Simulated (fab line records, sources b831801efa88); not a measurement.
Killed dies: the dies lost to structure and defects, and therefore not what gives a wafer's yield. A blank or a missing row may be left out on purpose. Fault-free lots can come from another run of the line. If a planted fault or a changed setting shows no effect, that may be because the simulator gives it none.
fab line records | flow gf180mcu
record: lots: 24 wafers: 72 last_day: 34
route steps=602 shown V2@396 M3@410 V3@446 M4@457 V4@494
lots with no fault: from the same line, run without faults
start_h: hours from the record's opening day to when the first of the lot's shown wafers began | wait_h: how many hours have passed since the lot's step before this one | " identical to the entry in the row above | L1.1+2: a row that stands for several wafers | - no value, or no start given | * or withheld: withheld | < > ~ a bound
route shown NAME@n: NAME is a module with steps in the file, n the number in the route of the first one | usual: mean and standard deviation over wafers with no fault | same: alike in all rows | chamber/n: place in a boat | sites: per-site readings | _std_site: standard deviation of those values | _edge_site: inner sites' mean taken away from outer sites' mean | radius_mm: how far each site lies from the wafer's centre | mask NAME#n: copy n | behind: tool/chamber where the wafer was last shaped | hold: reason for holding the lot/hours on hold/outcome of the hold | device: transistor that didn't switch, given as n, p or np | end of line: tests of these same wafers at the route's end | a step without rows: its recipe alone | killed: count of dies lost to structure and defects at first sort (not the wafer's yield) | map: the dies of a wafer, with x for killed, . for not killed, _ for no die there
set.NAME: the setting as run; set.NAME@STEP: as run at that earlier step | model.NAME: the simulator's own value behind a step, which no gauge read
a sample of lots followed through the steps of the route, with each step as a table and each wafer as a row
services: the hour from which a tool's chamber was out of use, counted from the record's first day as start_h (under 0 if before that day), plus the number of hours and why
== steps ==
step: GF_V2_CD_MEAS_14
recipe: target_cd_nm: 260
usual: cd_nm: 259.5/1.4
columns lot.wafer tool chamber start_h wait_h cd_nm
L074.1 cd_sem-02 - 466.63 0.1 259.5
L074.3 " - " " 258.6
L074.5 " - " " 259.3
L075.1 cd_sem-01 - 474.91 0.1 259.0
L075.2 " - " " 259.1
L075.4 " - " " 258.8
L076.2 cd_sem-02 - 479.83 0.1 261.0
L076.3 " - " " 260.4
L076.5 " - " " 258.9
L077.3 cd_sem-01 - 488.51 0.1 258.9
L077.4 " - " " 258.9
L077.6 " - " " 258.4
L078.1 cd_sem-02 - 500.72 0.1 260.9
L078.2 " - " " 262.5
L078.6 " - " " 261.5
L079.2 cd_sem-02 - 506.34 0.1 260.4
L079.5 " - " " 258.5
L079.6 " - " " 258.8
L080.2 cd_sem-02 - 514.34 0.1 260.0
L080.4 " - " " 260.4
L080.6 " - " " 259.4
L081.2 cd_sem-02 - 528.29 0.1 257.0
L081.4 " - " " 258.4
L081.5 " - " " 258.8
L082.3 cd_sem-02 - 536.31 0.1 262.2
L082.4 " - " " 262.9
L082.5 " - " " 262.0
L083.3 cd_sem-02 - 541.11 0.1 259.7
L083.4 " - " " 259.1
L083.5 " - " " 260.3
L084.4 cd_sem-02 - 557.73 0.1 257.4
L084.5 " - " " 258.0
L084.6 " - " " 256.5
L085.1 cd_sem-01 - 563.67 0.1 259.6
L085.5 " - " " 260.5
L085.6 " - " " 259.4
L086.1 cd_sem-02 - 571.67 0.1 259.5
L086.2 " - " " 259.1
L086.3 " - " " 261.0
L087.2 cd_sem-02 - 578.11 0.2 261.1
L087.3 " - " " 260.4
L087.6 " - " " 261.1
L088.2 cd_sem-02 - 587.17 0.1 259.6
L088.3 " - " " 259.1
L088.5 " - " " 259.7
L089.1 cd_sem-02 - 594.30 0.1 259.4
L089.3 " - " " 257.7
L089.6 " - " " 258.0
L090.1 cd_sem-01 - 598.60 0.1 258.8
L090.2 " - " " 258.4
L090.4 " - " " 258.3
L091.1 cd_sem-01 - 607.25 0.1 256.5
L091.2 " - " " 257.3
L091.4 " - " " 256.9
L092.2 cd_sem-01 - 615.54 0.1 258.0
L092.4 " - " " 256.9
L092.5 " - " " 257.8
L093.1 cd_sem-02 - 620.85 0.1 260.7
L093.4 " - " " 260.8
L093.5 " - " " 259.3
L094.1 cd_sem-02 - 633.17 0.1 259.6
L094.2 " - " " 257.8
L094.4 " - " " 258.0
L095.3 cd_sem-02 - 637.91 0.1 262.6
L095.4 " - " " 261.4
L095.5 " - " " 261.5
L096.2 cd_sem-02 - 650.14 0.1 258.5
L096.4 " - " " 258.4
L096.6 " - " " 259.7
L097.1 cd_sem-02 - 657.32 0.1 260.4
L097.3 " - " " 258.8
L097.4 " - " " 259.8
step: GF_M3_SPUTTER_01
recipe: material: TiN target_thk_nm: 30 power_w: 6500 time_s: 25 chamber_pressure_pa: 0.4
usual: throttle_valve_pct: 30.1/1.1
same: time_s: 25
columns lot.wafer tool chamber start_h wait_h throttle_valve_pct
L074.1 pvd_sputter-03 - 468.24 0.1 29.1
L074.3 " - " " 30.9
L074.5 " - " " 30.9
L075.1 pvd_sputter-01 - 476.52 0.1 30.7
L075.2 " - " " 30.1
L075.4 " - " " 31.0
L076.2 pvd_sputter-01 - 481.42 0.1 27.9
L076.3 " - " " 30.8
L076.5 " - " " 30.1
L077.3 pvd_sputter-03 - 490.16 0.1 29.0
L077.4 " - " " 29.2
L077.6 " - " " 29.2
L078.1 pvd_sputter-04 - 502.49 0.1 30.4
L078.2 " - " " 31.3
L078.6 " - " " 30.6
L079.2 pvd_sputter-01 - 507.94 0.1 28.2
L079.5 " - " " 30.6
L079.6 " - " " 28.0
L080.2 pvd_sputter-03 - 515.97 0.1 30.6
L080.4 " - " " 28.9
L080.6 " - " " 31.1
L081.2 pvd_sputter-01 - 529.92 0.1 31.0
L081.4 " - " " 28.2
L081.5 " - " " 30.7
L082.3 pvd_sputter-03 - 538.04 0.1 29.3
L082.4 " - " " 29.2
L082.5 " - " " 29.1
L083.3 pvd_sputter-03 - 542.72 0.1 29.2
L083.4 " - " " 31.0
L083.5 " - " " 28.9
L084.4 pvd_sputter-03 - 559.28 0.1 32.4
L084.5 " - " " 30.8
L084.6 " - " " 29.1
L085.1 pvd_sputter-03 - 565.69 0.1 28.9
L085.5 " - " " 31.0
L085.6 " - " " 29.2
L086.1 pvd_sputter-03 - 573.41 0.1 32.1
L086.2 " - " " 30.9
L086.3 " - " " 29.0
L087.2 pvd_sputter-03 - 579.86 0.1 29.1
L087.3 " - " " 32.3
L087.6 " - " " 31.0
L088.2 pvd_sputter-01 - 588.77 0.1 31.0
L088.3 " - " " 30.4
L088.5 " - " " 30.6
L089.1 pvd_sputter-01 - 595.92 0.1 30.8
L089.3 " - " " 30.3
L089.6 " - " " 28.0
L090.1 pvd_sputter-03 - 600.22 0.1 31.0
L090.2 " - " " 32.1
L090.4 " - " " 29.5
L091.1 pvd_sputter-03 - 608.88 0.1 32.3
L091.2 " - " " 29.3
L091.4 " - " " 30.9
L092.2 pvd_sputter-04 - 617.17 0.1 29.2
L092.4 " - " " 29.1
L092.5 " - " " 29.3
L093.1 pvd_sputter-04 - 622.59 0.1 29.1
L093.4 " - " " 31.2
L093.5 " - " " 30.1
L094.1 pvd_sputter-01 - 634.78 0.1 28.1
L094.2 " - " " 30.5
L094.4 " - " " 30.3
L095.3 pvd_sputter-04 - 639.51 0.1 29.1
L095.4 " - " " 30.4
L095.5 " - " " 29.0
L096.2 pvd_sputter-04 - 651.82 0.1 31.1
L096.4 " - " " 29.2
L096.6 " - " " 28.9
L097.1 pvd_sputter-01 - 658.95 0.1 30.1
L097.3 " - " " 28.0
L097.4 " - " " 30.5
step: GF_M3_THK_MEAS_06
recipe: thk_meas_gauge: xrf reads: AlCu_of_M3_SPUTTER_02
usual: M3_ALCU_THK: 448/6.2
columns lot.wafer tool chamber start_h wait_h M3_ALCU_THK[nm]
L074.1 film_metro-02 - 468.48 0.1 444
L074.3 " - " " 442
L074.5 " - " " 439
L075.1 film_metro-02 - 476.76 0.1 453
L075.2 " - " " 448
L075.4 " - " " 445
L076.2 film_metro-02 - 481.67 0.1 436
L076.3 " - " " 439
L076.5 " - " " 441
L077.3 film_metro-01 - 490.42 0.1 441
L077.4 " - " " 444
L077.6 " - " " 435
L078.1 film_metro-02 - 502.73 0.1 448
L078.2 " - " " 447
L078.6 " - " " 451
L079.2 film_metro-02 - 508.19 0.1 446
L079.5 " - " " 452
L079.6 " - " " 450
L080.2 film_metro-01 - 516.22 0.1 442
L080.4 " - " " 444
L080.6 " - " " 442
L081.2 film_metro-01 - 530.17 0.1 434
L081.4 " - " " 429
L081.5 " - " " 434
L082.3 film_metro-01 - 538.30 0.1 453
L082.4 " - " " 453
L082.5 " - " " 447
L083.3 film_metro-04 - 542.98 0.1 457
L083.4 " - " " 443
L083.5 " - " " 454
L084.4 film_metro-04 - 559.56 0.1 458
L084.5 " - " " 449
L084.6 " - " " 455
L085.1 film_metro-01 - 565.93 0.1 455
L085.5 " - " " 444
L085.6 " - " " 453
L086.1 film_metro-02 - 573.65 0.1 452
L086.2 " - " " 446
L086.3 " - " " 453
L087.2 film_metro-01 - 580.11 0.1 452
L087.3 " - " " 453
L087.6 " - " " 444
L088.2 film_metro-04 - 589.02 0.1 453
L088.3 " - " " 452
L088.5 " - " " 454
L089.1 film_metro-04 - 596.16 0.1 459
L089.3 " - " " 451
L089.6 " - " " 452
L090.1 film_metro-02 - 600.46 0.1 447
L090.2 " - " " 445
L090.4 " - " " 454
L091.1 film_metro-04 - 609.12 0.1 458
L091.2 " - " " 458
L091.4 " - " " 451
L092.2 film_metro-01 - 617.42 0.1 446
L092.4 " - " " 444
L092.5 " - " " 450
L093.1 film_metro-04 - 622.83 0.1 450
L093.4 " - " " 454
L093.5 " - " " 453
L094.1 film_metro-02 - 635.02 0.1 451
L094.2 " - " " 453
L094.4 " - " " 442
L095.3 film_metro-04 - 639.78 0.1 446
L095.4 " - " " 446
L095.5 " - " " 442
L096.2 film_metro-02 - 652.08 0.1 448
L096.4 " - " " 444
L096.6 " - " " 442
L097.1 film_metro-04 - 659.19 0.1 448
L097.3 " - " " 446
L097.4 " - " " 454
step: GF_V3_ETCH_17
recipe: chemistry: C4F8/O2/Ar mask_material: KrF target: SiO2 stop_on: TiN source_w: 1500 bias_w: 1200 pressure_mtorr: 40 c4f8_flow_sccm: withheld O2_flow_sccm: 6 Ar_flow_sccm: 300 time_s: withheld target_depth_a: 6350
usual: oes_product_au: 0.855/0.0048 rf_fwd_power_W: 1493/5
columns lot.wafer tool chamber start_h wait_h oes_product_au rf_fwd_power_W
L074.1 rie_diel-01 2 - - 0.855 1493
L074.3 " 3 " " 0.854 1494
L074.5 " 1 " " 0.865 1485
L075.1 rie_diel-03 0 - - 0.854 1495
L075.2 " 2 " " 0.854 1492
L075.4 " 0 " " 0.860 1492
L076.2 rie_diel-02 3 - - 0.859 1494
L076.3 " 1 " " 0.857 1502
L076.5 " 0 " " 0.855 1482
L077.3 rie_diel-01 2 - - 0.858 1487
L077.4 " 3 " " 0.861 1494
L077.6 " 2 " " 0.851 1492
L078.1 rie_diel-02 1 - - 0.850 1489
L078.2 " 0 " " 0.851 1492
L078.6 " 3 " " 0.848 1494
L079.2 rie_diel-01 3 - - 0.854 1494
L079.5 " 0 " " 0.853 1492
L079.6 " 1 " " 0.859 1500
L080.2 rie_diel-03 0 - - 0.856 1491
L080.4 " 1 " " 0.849 1491
L080.6 " 2 " " 0.857 1500
L081.2 rie_diel-03 3 - - 0.846 1494
L081.4 " 1 " " 0.858 1492
L081.5 " 2 " " 0.854 1492
L082.3 rie_diel-02 1 - - 0.864 1498
L082.4 " 2 " " 0.856 1489
L082.5 " 2 " " 0.865 1492
L083.3 rie_diel-02 2 - - 0.851 1483
L083.4 " 3 " " 0.854 1497
L083.5 " 2 " " 0.854 1484
L084.4 rie_diel-02 3 - - 0.855 1498
L084.5 " 3 " " 0.851 1495
L084.6 " 0 " " 0.854 1488
L085.1 rie_diel-01 2 - - 0.862 1494
L085.5 " 1 " " 0.850 1511
L085.6 " 2 " " 0.852 1493
L086.1 rie_diel-03 3 - - 0.849 1493
L086.2 " 2 " " 0.851 1508
L086.3 " 1 " " 0.847 1489
L087.2 rie_diel-02 2 - - 0.851 1494
L087.3 " 1 " " 0.857 1494
L087.6 " 1 " " 0.862 1497
L088.2 rie_diel-01 0 - - 0.847 1491
L088.3 " 1 " " 0.853 1495
L088.5 " 2 " " 0.859 1498
L089.1 rie_diel-02 2 - - 0.848 1496
L089.3 " 1 " " 0.861 1493
L089.6 " 0 " " 0.858 1500
L090.1 rie_diel-03 2 - - 0.862 1494
L090.2 " 3 " " 0.856 1487
L090.4 " 1 " " 0.850 1491
L091.1 rie_diel-01 1 - - 0.852 1496
L091.2 " 0 " " 0.864 1494
L091.4 " 3 " " 0.849 1500
L092.2 rie_diel-01 1 - - 0.864 1496
L092.4 " 3 " " 0.852 1499
L092.5 " 0 " " 0.862 1486
L093.1 rie_diel-01 2 - - 0.856 1488
L093.4 " 1 " " 0.860 1490
L093.5 " 2 " " 0.854 1489
L094.1 rie_diel-02 2 - - 0.849 1489
L094.2 " 1 " " 0.851 1499
L094.4 " 3 " " 0.850 1499
L095.3 rie_diel-02 3 - - 0.860 1497
L095.4 " 2 " " 0.858 1497
L095.5 " 3 " " 0.859 1492
L096.2 rie_diel-02 0 - - 0.853 1487
L096.4 " 2 " " 0.855 1486
L096.6 " 3 " " 0.860 1494
L097.1 rie_diel-01 3 - - 0.852 1490
L097.3 " 1 " " 0.854 1496
L097.4 " 0 " " 0.851 1491
step: GF_M4_SPUTTER_01
recipe: material: TiN target_thk_nm: 30 power_w: 6500 time_s: 25 chamber_pressure_pa: 0.4
usual: throttle_valve_pct: 30.2/1.1
same: time_s: 25
columns lot.wafer tool chamber start_h wait_h throttle_valve_pct
L074.1 pvd_sputter-04 - 519.56 0.1 29.0
L074.3 " - " " 31.1
L074.5 " - " " 29.2
L075.1 pvd_sputter-04 - 526.47 0.1 30.4
L075.2 " - " " 31.4
L075.4 " - " " 30.2
L076.2 pvd_sputter-02 - 531.73 0.1 29.3
L076.3 " - " " 31.4
L076.5 " - " " 31.2
L077.3 pvd_sputter-04 - 539.55 0.1 30.5
L077.4 " - " " 30.6
L077.6 " - " " 29.2
L078.1 pvd_sputter-02 - 551.07 0.1 29.2
L078.2 " - " " 30.3
L078.6 " - " " 29.4
L079.2 pvd_sputter-03 - 557.04 0.1 30.8
L079.5 " - " " 29.1
L079.6 " - " " 30.8
L080.2 pvd_sputter-02 - 564.18 0.1 31.1
L080.4 " - " " 30.3
L080.6 " - " " 30.5
L081.2 pvd_sputter-03 - 578.08 0.1 31.1
L081.4 " - " " 32.3
L081.5 " - " " 30.8
L082.3 pvd_sputter-03 - 584.05 0.1 31.3
L082.4 " - " " 31.9
L082.5 " - " " 29.0
L083.3 pvd_sputter-02 - 590.41 0.1 29.8
L083.4 " - " " 30.4
L083.5 " - " " 31.6
L084.4 pvd_sputter-04 - 606.63 0.1 29.4
L084.5 " - " " 31.3
L084.6 " - " " 29.0
L085.1 pvd_sputter-03 - 611.78 0.1 29.3
L085.5 " - " " 29.0
L085.6 " - " " 31.9
L086.1 pvd_sputter-03 - 619.13 0.1 29.1
L086.2 " - " " 31.9
L086.3 " - " " 31.0
L087.2 pvd_sputter-03 - 624.90 0.1 28.9
L087.3 " - " " 31.1
L087.6 " - " " 29.2
L088.2 pvd_sputter-03 - 633.37 0.1 31.0
L088.3 " - " " 32.1
L088.5 " - " " 31.1
L089.1 pvd_sputter-03 - 640.03 0.1 32.3
L089.3 " - " " 30.8
L089.6 " - " " 28.9
L090.1 pvd_sputter-04 - 644.76 0.1 31.3
L090.2 " - " " 30.3
L090.4 " - " " 29.1
L091.1 pvd_sputter-04 - 653.73 0.1 30.2
L091.2 " - " " 28.8
L091.4 " - " " 31.4
L092.2 pvd_sputter-03 - 659.73 0.1 32.1
L092.4 " - " " 31.1
L092.5 " - " " 31.0
L093.1 pvd_sputter-03 - 664.52 0.1 31.0
L093.4 " - " " 32.1
L093.5 " - " " 28.9
L094.1 pvd_sputter-02 - 677.21 0.1 31.5
L094.2 " - " " 29.5
L094.4 " - " " 30.5
L095.3 pvd_sputter-02 - 681.48 0.1 29.9
L095.4 " - " " 30.4
L095.5 " - " " 30.2
L096.2 pvd_sputter-04 - 692.41 0.1 30.4
L096.4 " - " " 29.2
L096.6 " - " " 30.4
L097.1 pvd_sputter-02 - 699.34 0.1 29.5
L097.3 " - " " 30.3
L097.4 " - " " 29.9
step: GF_V4_STRIP_18
recipe: chemistry: O2/N2 power_w: 1400 pressure_mtorr: 1500 platen_temp_c: 250 o2_flow_sccm: 3000 n2_flow_sccm: 300 overash_fraction: 0.5
usual: drypump_motor_current_A: 5.8/0.3 heater_power_w: 325/21 o2_flow_sccm: 3000/9.4 oes_product_au: 0.593/0.0051 platen_temp_c: 249.98/0.18
columns lot.wafer tool chamber start_h wait_h drypump_motor_current_A heater_power_w o2_flow_sccm oes_product_au platen_temp_c rf_hours_counter_h
L074.1 plasma_asher-03 0 566.66 - 6.1 285 3007 0.594 249.74 10
L074.3 " 0 " " 6.1 286 3001 0.599 249.86 -
L074.5 " 1 " " 5.7 335 2995 0.589 249.84 -
L075.1 plasma_asher-04 1 572.86 - 5.4 349 3001 0.586 250.02 50
L075.2 " 0 " " 6.2 316 3007 0.592 250.05 50
L075.4 " 0 " " 6.3 314 2994 0.589 250.08 -
L076.2 plasma_asher-03 0 577.91 - 6.1 277 3020 0.589 249.93 11
L076.3 " 0 " " 6.1 284 3016 0.597 250.04 -
L076.5 " 0 " " 6.1 278 3011 0.593 250.05 -
L077.3 plasma_asher-01 1 585.02 - 5.8 325 2993 0.594 250.04 -
L077.4 " 0 " " 5.8 339 3004 0.596 250.09 -
L077.6 " 1 " " 5.8 331 2991 0.584 250.23 -
L078.1 plasma_asher-01 1 596.46 - 5.8 326 3000 0.590 249.79 101
L078.2 " 0 " " 5.8 339 2997 0.594 250.21 101
L078.6 " 0 " " 5.8 339 3003 0.587 249.92 -
L079.2 plasma_asher-04 1 603.26 - 5.4 350 3001 0.603 249.87 53
L079.5 " 1 " " 5.4 347 2995 0.604 250.13 -
L079.6 " 0 " " 6.2 316 2990 0.586 250.06 -
L080.2 plasma_asher-03 1 608.81 - 5.8 328 2991 0.584 249.83 14
L080.4 " 0 " " 6.1 281 2998 0.589 249.98 -
L080.6 " 1 " " 5.8 338 3002 0.597 249.96 -
L081.2 plasma_asher-04 0 622.09 - 6.3 313 2994 0.598 249.90 56
L081.4 " 0 " " 6.3 314 2984 0.594 249.96 -
L081.5 " 0 " " 6.3 314 2994 0.599 249.81 -
L082.3 plasma_asher-04 1 628.22 - 5.3 344 2987 0.591 250.25 -
L082.4 " 0 " " 6.3 313 2987 0.591 250.16 -
L082.5 " 0 " " 6.3 310 3006 0.595 250.23 -
L083.3 plasma_asher-03 0 635.02 - 6.1 275 3001 0.582 249.96 -
L083.4 " 1 " " 5.8 329 2997 0.590 249.59 -
L083.5 " 0 " " 6.1 284 3006 0.601 249.54 -
L084.4 plasma_asher-04 0 648.72 - 6.3 311 2991 0.578 249.98 -
L084.5 " 0 " " 6.3 316 3009 0.589 249.85 -
L084.6 " 1 " " 5.4 340 2984 0.591 249.84 -
L085.1 plasma_asher-03 1 653.54 - 5.8 324 2992 0.593 250.31 19
L085.5 " 0 " " 6.1 278 2989 0.590 250.00 -
L085.6 " 1 " " 5.8 338 2996 0.598 250.09 -
L086.1 plasma_asher-01 1 660.84 - 5.9 334 3011 0.593 249.61 108
L086.2 " 0 " " 5.8 339 3007 0.584 249.94 108
L086.3 " 0 " " 5.8 337 3007 0.590 250.21 -
L087.2 plasma_asher-01 0 666.66 - 5.8 335 3002 0.593 250.09 109
L087.3 " 0 " " 5.8 340 3002 0.593 249.86 -
L087.6 " 0 " " 5.8 336 3006 0.602 250.03 -
L088.2 plasma_asher-01 0 674.09 - 5.8 345 2992 0.594 249.71 110
L088.3 " 0 " " 5.8 338 2994 0.593 249.80 -
L088.5 " 0 " " 5.8 338 2989 0.589 249.84 -
L089.1 plasma_asher-04 1 680.66 - 5.3 350 3003 0.591 249.51 62
L089.3 " 1 " " 5.4 346 3000 0.602 249.82 -
L089.6 " 1 " " 5.4 340 2988 0.597 249.42 -
L090.1 plasma_asher-01 1 685.21 - 5.8 330 3014 0.588 249.91 111
L090.2 " 0 " " 5.8 338 3006 0.588 249.83 111
L090.4 " 0 " " 5.8 340 3011 0.599 249.87 -
L091.1 plasma_asher-04 1 693.24 - 5.4 351 2993 0.589 250.13 64
L091.2 " 0 " " 6.3 314 2976 0.599 250.18 64
L091.4 " 1 " " 5.4 348 2998 0.590 250.38 -
L092.2 plasma_asher-04 1 699.09 - 5.3 352 2992 0.595 249.70 65
L092.4 " 1 " " 5.3 348 2991 0.588 249.82 -
L092.5 " 1 " " 5.4 354 2984 0.595 249.81 -
L093.1 plasma_asher-01 0 703.66 - 5.8 334 2993 0.586 250.13 114
L093.4 " 1 " " 5.9 331 2990 0.601 250.13 -
L093.5 " 0 " " 5.8 332 2991 0.595 250.18 -
L094.1 plasma_asher-04 0 715.96 - 6.3 318 3002 0.592 250.15 67
L094.2 " 1 " " 5.4 339 3011 0.589 250.09 67
L094.4 " 0 " " 6.3 312 3004 0.579 249.92 -
L095.3 plasma_asher-03 1 720.24 - 5.7 330 2982 0.591 250.08 -
L095.4 " 0 " " 6.1 286 2996 0.589 249.92 -
L095.5 " 1 " " 5.7 335 2986 0.590 249.92 -
L096.2 plasma_asher-03 0 730.51 - 6.1 285 3008 0.600 250.16 25
L096.4 " 0 " " 6.1 280 2985 0.594 249.82 -
L096.6 " 1 " " 5.8 338 2983 0.598 250.17 -
L097.1 plasma_asher-04 0 736.94 - 6.2 318 2997 0.599 250.02 69
L097.3 " 1 " " 5.4 350 2997 0.594 249.73 -
L097.4 " 0 " " 6.2 307 3007 0.586 249.94 -
== services ==
columns tool chamber start_h hours kind
plasma_asher-04 - 465.86 2.4 repair
rie_diel-01 3 482.01 6.0 repair
plasma_asher-03 - 495.22 2.7 repair
plasma_asher-03 - 498.47 34.6 pm
plasma_asher-01 - 521.72 7.1 repair
pvd_sputter-03 - 539.28 3.2 repair
pvd_sputter-04 - 546.96 13.0 repair
pvd_sputter-04 - 551.38 47.9 repair
pvd_sputter-02 - 557.02 1.4 repair
rie_diel-01 1 557.75 4.5 repair
plasma_asher-03 - 561.59 0.4 repair
rie_diel-02 2 572.00 8.7 repair
plasma_asher-01 - 587.37 1.9 repair
rie_diel-01 2 599.53 7.0 repair
pvd_sputter-01 - 600.69 5.3 repair
pvd_sputter-04 - 603.04 1.2 repair
pvd_sputter-01 - 609.77 1.6 repair
pvd_sputter-01 - 621.88 10.5 repair
rie_diel-01 0 626.03 1.4 repair
rie_diel-02 2 669.34 1.3 repair
pvd_sputter-04 - 685.41 2.9 repair
rie_diel-01 - 689.73 2.8 pm
pvd_sputter-01 - 713.58 3.1 repair
pvd_sputter-04 - 721.84 7.3 repair
== key ==
fault none
